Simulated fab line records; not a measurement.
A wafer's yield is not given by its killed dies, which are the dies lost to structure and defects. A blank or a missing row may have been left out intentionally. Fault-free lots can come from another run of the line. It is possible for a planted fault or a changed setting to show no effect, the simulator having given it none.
Which tool is to blame?	flow gf180mcu	42 wafers from 14 lots sampled at 6 of the route's 602 steps

== WHAT EACH GAUGE READ, for each wafer ==
GF_VT_IMPLANT_OVL_MEAS_18. Usual: VT_IMPLANT_01_OVL typically reads -0.5 nm, with standard deviation 1.3.
lot	measured	on	VT_IMPLANT_01_OVL (nm)	flag
L617	day 6 05:38	overlay-02	-0.6 -1.2 0.8	
L618	day 6 12:23	overlay-01	0.4 -1.6 0.0	
L619	day 6 18:23	overlay-01	2.4 0.8 2.6	
L620	day 7 01:04	overlay-01	-2.0 -1.7 0.5	
L621	day 7 08:43	overlay-01	-0.4 -1.1 0.0	
L623	day 7 22:59	overlay-01	1.0 0.5 -0.3	
L625	day 8 08:35	overlay-01	0.8 -1.3 -0.3	
L627	day 8 23:30	overlay-02	-0.9 -0.4 -0.6	
L628	day 9 05:29	overlay-02	-2.4 -0.3 -1.6	
L629	day 9 09:16	overlay-01	0.0 0.0 0.4	
L632	day 10 06:01	overlay-01	- - -	OFF
L634	day 10 18:54	overlay-01	- - -	OFF
L638	day 11 20:35	overlay-02	-1.1 -3.5 -3.1	
L640	day 12 11:10	overlay-02	-3.5 -3.2 -2.4	

GF_VT_IMPLANT_TW_MEAS_21. Usual: VT_IMPLANT_2_TW typically reads 1213, with standard deviation 6.5.
lot	measured	on	VT_IMPLANT_2_TW	flag
L617	day 6 05:56	film metro-04	1214 1211 1209	
L618	day 6 12:40	film metro-04	1213 1217 1214	
L619	day 6 18:40	film metro-04	1210 1209 1207	
L620	day 7 01:21	film metro-04	1227 1219 1224	
L621	day 7 09:01	film metro-04	1229 1219 1220	
L623	day 7 23:16	film metro-02	1205 1204 1209	
L625	day 8 08:53	film metro-02	1219 1212 1209	
L627	day 8 23:47	film metro-03	1220 1220 1218	
L628	day 9 05:46	film metro-02	1216 1208 1213	
L629	day 9 09:33	film metro-03	1209 1208 1211	
L632	day 10 06:19	film metro-02	30 30 30	OFF
L634	day 10 19:11	film metro-04	30 30 30	OFF
L638	day 11 20:52	film metro-03	1218 1213 1223	
L640	day 12 11:27	film metro-03	1227 1216 1216	

GF_CONTACT_THK_MEAS_03. Usual: CONTACT_CVD_02_THK typically reads 861 nm, with standard deviation 14.
lot	measured	on	CONTACT_CVD_02_THK (nm)	flag
L617	day 15 02:59	film metro-01	849 862 849	
L618	day 15 16:25	film metro-01	850 854 864	
L619	day 15 21:02	film metro-02	847 860 873	
L620	day 16 07:14	film metro-04	856 854 855	
L621	day 16 22:34	film metro-02	866 855 870	
L623	day 17 12:29	film metro-04	819 840 862	
L625	day 18 03:12	film metro-04	864 879 887	
L627	day 19 00:22	film metro-02	850 862 882	
L628	day 19 15:07	film metro-01	864 886 880	
L629	day 19 16:44	film metro-02	864 881 857	
L638	day 22 17:14	film metro-04	849 871 870	
L640	day 23 11:14	film metro-01	848 867 860	

GF_M1_RS_MEAS_05: a four-point-probe measurement. Usual: M1_ALCU_RS typically reads 0.0693 ohm/sq, with standard deviation 0.00074.
lot	measured	on	M1_ALCU_RS (ohm/sq)	flag
L617	day 16 02:56	film metro-03	0.0690 0.0689 0.0704	
L618	day 16 16:32	film metro-03	0.0701 0.0694 0.0692	
L619	day 16 20:56	film metro-04	0.0683 0.0698 0.0688	
L620	day 17 08:22	film metro-04	0.0687 0.0687 0.0682	
L621	day 18 00:13	film metro-03	0.0694 0.0702 0.0694	
L623	day 18 14:43	film metro-04	0.0693 0.0687 0.0691	
L625	day 19 06:12	film metro-02	0.0682 0.0689 0.0687	
L627	day 20 02:34	film metro-03	0.0686 0.0684 0.0689	
L628	day 20 17:46	film metro-03	0.0694 0.0706 0.0689	
L629	day 20 19:05	film metro-02	0.0697 0.0701 0.0695	
L638	day 23 18:10	film metro-03	0.0685 0.0692 0.0690	
L640	day 24 11:54	film metro-04	0.0695 0.0682 0.0697	

== WHICH TOOL RAN EACH LOT (tool, then ch and the chambers of the sampled wafers, then the start) ==
lot	GF_VT_IMPLANT_DEVELOP_17	GF_M1_SPUTTER_01
L617	litho track-01 ch 0, day 6 05:32	pvd sputter-01, day 16 02:46
L618	litho track-01 ch 0, day 6 12:14	pvd sputter-03, day 16 16:25
L619	litho track-01 ch 0, day 6 18:15	pvd sputter-01, day 16 20:48
L620	litho track-03 ch 0, day 7 00:56	pvd sputter-04, day 17 08:14
L621	litho track-03 ch 0, day 7 08:38	pvd sputter-03, day 18 00:02
L623	litho track-01 ch 0, day 7 22:50	pvd sputter-03, day 18 14:36
L625	litho track-01 ch 0, day 8 08:29	pvd sputter-03, day 19 06:02
L627	litho track-02 ch 0, day 8 23:21	pvd sputter-01, day 20 02:27
L628	litho track-01 ch 0, day 9 05:20	pvd sputter-01, day 20 17:39
L629	litho track-02 ch 0, day 9 09:09	pvd sputter-04, day 20 18:55
L632	litho track-02 ch 0, day 10 05:55	-
L634	litho track-02 ch 0, day 10 18:45	-
L638	litho track-01 ch 0, day 11 20:27	pvd sputter-04, day 23 18:02
L640	litho track-03 ch 0, day 12 11:02	pvd sputter-03, day 24 11:46
- GF_VT_IMPLANT_DEVELOP_17: develop time 60 s.
- GF_M1_SPUTTER_01: material TiN, target thk 30 nm, time 25 s.

== AS READ BY THE TOOLS THEMSELVES (means over the sampled wafers that have a number; for cases with no such wafer, the mark the record gives instead) ==
GF_M1_SPUTTER_01. Usual: throttle valve pct at 29.8 %, with a standard deviation of 0.77.
lot	tool	throttle valve pct (%)	flag
L617	pvd sputter-01	29.7	
L618	pvd sputter-03	30.1	
L619	pvd sputter-01	29.5	
L620	pvd sputter-04	29.1	
L621	pvd sputter-03	30.1	
L623	pvd sputter-03	29.9	
L625	pvd sputter-03	29.4	
L627	pvd sputter-01	29.2	
L628	pvd sputter-01	30.0	
L629	pvd sputter-04	30.3	
L638	pvd sputter-04	29.7	
L640	pvd sputter-03	29.2	

== THE ANSWER, worked out from the rows above alone ==
Rule: take the mean of a lot's wafers that have a number; if it is more than 3 standard deviations from the usual mean, the lot is off. A lot without any number at a reading at which 4 lots or more have one is off too. All remaining lots with rows at the step are treated as sound. Order of review: gauges by route order, followed by the tools' own readings, for which a lot's mean as printed above is used. At the first step where some lot is off, the reading lying furthest off is the one used; lots without a number count as furthest.
Off: L632, L634, seen at GF_VT_IMPLANT_OVL_MEAS_18 (VT_IMPLANT_01_OVL). Without a number there: L632, L634.
A tool fits if, at a process step before that reading, it ran every lot that is off, and no sound lot after the first of them. Not tried: the gauges at GF_VT_IMPLANT_OVL_MEAS_18; whatever is off there is also off at GF_VT_IMPLANT_TW_MEAS_21, on other tools, and gauge error can't account for it. One fits: litho track-02 at GF_VT_IMPLANT_DEVELOP_17. Its last sound lot is L629 (day 9 09:09), its first lot that is off L632 (day 10 05:55): a fault that began between those two fits.

== WHAT HAD BEEN PUT IN BY THE SIMULATOR ==
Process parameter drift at GF_VT_IMPLANT_DEVELOP_17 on litho track-02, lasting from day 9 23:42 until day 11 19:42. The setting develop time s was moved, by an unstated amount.
Lots struck among those shown: L632, L634. Same finding as the rule above.
